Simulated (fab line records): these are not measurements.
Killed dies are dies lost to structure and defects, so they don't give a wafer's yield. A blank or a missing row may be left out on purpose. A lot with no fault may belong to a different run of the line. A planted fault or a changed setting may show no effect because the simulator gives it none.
Comparing a struck lot with a sound one | flow gf180mcu | 14 steps out of a route of 602
Sound: wafers L757.3, L757.5, L757.6. Wafers struck: L771.1, L771.4, L771.5. At the end, the cause is stated.
Per side, at each step with rows, come the tool, then ch with its chambers, and then its first start. Under that, the readings that differ: sound wafers | struck wafers | difference of the means | sigmas: that difference in standard deviations of wafers without a fault.
alike: words and numbers the same on both sides, and readings whose means are apart by under 2 such deviations; not compared: readings that were withheld, readings missing a value for some wafer, numbers with overlapping values and no deviation given by the record, and bounds like >300 which may hide the same value.
A row with sigmas, a row that says differs or no value, or rows on one side alone: a step with any of these is where the two part. Numbers that don't overlap but have no deviation are shown without sigmas and don't part them. A reading missing from all wafers of one side parts the sides only when that side holds two or more wafers.

first, 2 steps without rows for these wafers: GF_MIM_PEB_17; GF_MIM_DEVELOP_18 (develop time 58.26 s).
GF_MIM_METAL_ETCH_19: etches the open film in Cl2/BCl3, stops on Si3N4, target depth 324.5 nm, time 54.1 s.
  sound on rieMetal-02 ch 1, day 27 02:44; struck on rieMetal-04 ch 0,1, day 31 07:59
  alike: drypumpMotorCurrentA, oesProductAu, throttleValvePct
  not compared: rfHoursCounterH
GF_MIM_STRIP_20: strips in O2/N2.
  sound on plasmaAsher-03 ch 0,1, day 27 02:52; struck on plasmaAsher-04 ch 0,1, day 31 08:04
reading                  | sound             | struck            | difference | sigmas
stripTimeToEndpointS (s) | 11.32 11.30 11.31 | 11.17 11.17 11.11 | -0.16      | -3
  alike: drypumpMotorCurrentA, heaterPowerW, oesProductAu
  not compared: rfHoursCounterH
then, 8 steps without rows for these wafers: GF_MIM_STRIP_21 (strips in post etch residue remover, time 1200 s); GF_MIM_CLEAN_22 (cleans in DIW); GF_M5_DEHYDRATE_00 (time 60 s); GF_M5_HMDS_01 (prime time 60 s); GF_M5_COAT_02 (resist thk 1000 nm); GF_M5_SOFTBAKE_03 (time 60 s); GF_M5_EXPOSE_04 (exposes mask Metal5, target cd 280 nm); GF_M5_PEB_05 (peb time 90 s).
GF_M5_DEVELOP_06: develop time 60 s.
  struck on lithoTrack-04, day 32 01:31; sound on lithoTrack-02 ch 0, day 27 21:52
  no value came back on the struck wafers for chillPlateTempC (C), developTimeS (s); on the sound wafers chillPlateTempC (C) reads 23.01 23.08 23.00
reading                            | sound             | struck         | difference | sigmas
model.KrF_of_M5_COAT_02.thkNm (nm) | 985.7 985.7 982.2 | 1001 1002 1003 | +17        | 
GF_M5_CD_MEAS_07 targets a cd of 280 nm.
  sound: cdSem-01 at day 28 14:16; struck: cdSem-01 at day 32 01:40
reading   | sound             | struck | difference                    | sigmas
cdNm (nm) | 279.0 278.7 278.7 | - - -  | no value on the struck wafers | 

## WHERE THEY PART
First at GF_MIM_STRIP_20; last, within this record, at GF_M5_CD_MEAS_07.

WHY: the cause the simulator had injected
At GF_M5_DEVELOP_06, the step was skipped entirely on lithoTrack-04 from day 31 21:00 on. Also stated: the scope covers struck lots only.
